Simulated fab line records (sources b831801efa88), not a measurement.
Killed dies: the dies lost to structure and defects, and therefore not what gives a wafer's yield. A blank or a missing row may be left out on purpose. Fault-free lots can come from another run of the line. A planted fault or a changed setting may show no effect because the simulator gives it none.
Which tool was responsible? :: flow sky130 :: 30 wafers from 10 lots sampled at 4 of the route's 708 steps

WHAT THE GAUGES READ, wafer by wafer
SKY_CAP2M_RS_MEAS_03: a four-point-probe measurement.
lot: L635
measured: day 40 15:35
on: film metro-03
CAP2M_TIN_RS (ohm/sq): 6.96 6.89 7.02

lot: L636
measured: day 41 05:16
on: film metro-04
CAP2M_TIN_RS (ohm/sq): 6.79 6.76 6.74

lot: L639
measured: day 41 23:26
on: film metro-04
CAP2M_TIN_RS (ohm/sq): 6.70 6.82 6.77

lot: L640
measured: day 42 02:52
on: film metro-02
CAP2M_TIN_RS (ohm/sq): 6.91 6.88 6.90

lot: L645
measured: day 43 14:53
on: film metro-02
CAP2M_TIN_RS (ohm/sq): 5.19 6.89 5.19

lot: L647
measured: day 44 02:40
on: film metro-02
CAP2M_TIN_RS (ohm/sq): 6.94 5.24 6.93

lot: L651
measured: day 45 06:32
on: film metro-03
CAP2M_TIN_RS (ohm/sq): 6.80 6.91 6.80

lot: L652
measured: day 45 12:28
on: film metro-03
CAP2M_TIN_RS (ohm/sq): 6.80 6.92 6.76

lot: L655
measured: day 46 03:25
on: film metro-04
CAP2M_TIN_RS (ohm/sq): 6.79 6.72 6.71

lot: L656
measured: day 46 18:04
on: film metro-02
CAP2M_TIN_RS (ohm/sq): 6.93 6.90 6.93

TOOL THAT RAN EACH LOT (tool first, then ch and the chambers of the sampled wafers, then the start)
lot: L635
SKY_VIA3_ETCH_14: rie diel-03 ch 2,3, day 40 13:43
SKY_CAP2M_CVD_00: pecvd-03 ch 1,2, day 40 15:23
SKY_CAP2M_SPUTTER_02: pvd sputter-02, day 40 15:28

lot: L636
SKY_VIA3_ETCH_14: rie diel-02 ch 0,2,3, day 41 03:31
SKY_CAP2M_CVD_00: pecvd-04 ch 1,2, day 41 05:04
SKY_CAP2M_SPUTTER_02: pvd sputter-01, day 41 05:10

lot: L639
SKY_VIA3_ETCH_14: rie diel-02 ch 0,1,3, day 41 21:43
SKY_CAP2M_CVD_00: pecvd-02 ch 0,1,2, day 41 23:14
SKY_CAP2M_SPUTTER_02: pvd sputter-03, day 41 23:19

lot: L640
SKY_VIA3_ETCH_14: rie diel-01 ch 0,1,3, day 42 01:07
SKY_CAP2M_CVD_00: pecvd-02 ch 0,1, day 42 02:40
SKY_CAP2M_SPUTTER_02: pvd sputter-01, day 42 02:45

lot: L645
SKY_VIA3_ETCH_14: rie diel-03 ch 0,1,3, day 43 13:07
SKY_CAP2M_CVD_00: pecvd-03 ch 0,2, day 43 14:40
SKY_CAP2M_SPUTTER_02: pvd sputter-01, day 43 14:46

lot: L647
SKY_VIA3_ETCH_14: rie diel-03 ch 1,2, day 44 00:57
SKY_CAP2M_CVD_00: pecvd-04 ch 1,2, day 44 02:28
SKY_CAP2M_SPUTTER_02: pvd sputter-01, day 44 02:33

lot: L651
SKY_VIA3_ETCH_14: rie diel-01 ch 0,1, day 45 04:33
SKY_CAP2M_CVD_00: pecvd-02 ch 0,1,2, day 45 06:19
SKY_CAP2M_SPUTTER_02: pvd sputter-03, day 45 06:23

lot: L652
SKY_VIA3_ETCH_14: rie diel-01 ch 0,3, day 45 10:43
SKY_CAP2M_CVD_00: pecvd-02 ch 1,2, day 45 12:16
SKY_CAP2M_SPUTTER_02: pvd sputter-03, day 45 12:21

lot: L655
SKY_VIA3_ETCH_14: rie diel-01 ch 1,2,3, day 46 01:37
SKY_CAP2M_CVD_00: pecvd-02 ch 0,2, day 46 03:14
SKY_CAP2M_SPUTTER_02: pvd sputter-02, day 46 03:19

lot: L656
SKY_VIA3_ETCH_14: rie diel-02 ch 0,3, day 46 16:22
SKY_CAP2M_CVD_00: pecvd-03 ch 0,1,2, day 46 17:53
SKY_CAP2M_SPUTTER_02: pvd sputter-02, day 46 17:58
- SKY_VIA3_ETCH_14: etches BARC in N2/H2, stops on SiO2, time 45.9 s, target depth 60 nm.
- SKY_CAP2M_CVD_00: deposits SiO2, target thk 15.5 nm.
- SKY_CAP2M_SPUTTER_02: material TiN, target thk 200 nm, time 166.7 s.

THE ANSWER, worked out from the rows above alone
Rule: the lots themselves supply what counts as usual. Put in order of their means at a reading, lots are off if they are a third of the lots or fewer, leave a main group of 4 or more, and stand apart from it by a gap of 3 or more times the standard deviation of the main group's means; of several such gaps the widest counts. A main group whose means are all the same, to the digits that the tables above print for the reading, isn't used. A lot without any number at a reading at which 4 lots or more have one is off too. The other lots that the step has rows for count as sound.
Off: L645, L647, seen at SKY_CAP2M_RS_MEAS_03 (CAP2M_TIN_RS). Main group: mean 6.84 ohm/sq, sd 0.075.
If a tool, at a process step before that reading, ran all the lots that are off and no sound lot after the first of them, it fits. Those tools and the gauges at SKY_CAP2M_RS_MEAS_03 are tried in the same way. 2 tools fit, rie diel-03 at SKY_VIA3_ETCH_14 and pvd sputter-01 at SKY_CAP2M_SPUTTER_02, so this cannot tell which one it is.

WHAT THE SIMULATOR HAD INSERTED
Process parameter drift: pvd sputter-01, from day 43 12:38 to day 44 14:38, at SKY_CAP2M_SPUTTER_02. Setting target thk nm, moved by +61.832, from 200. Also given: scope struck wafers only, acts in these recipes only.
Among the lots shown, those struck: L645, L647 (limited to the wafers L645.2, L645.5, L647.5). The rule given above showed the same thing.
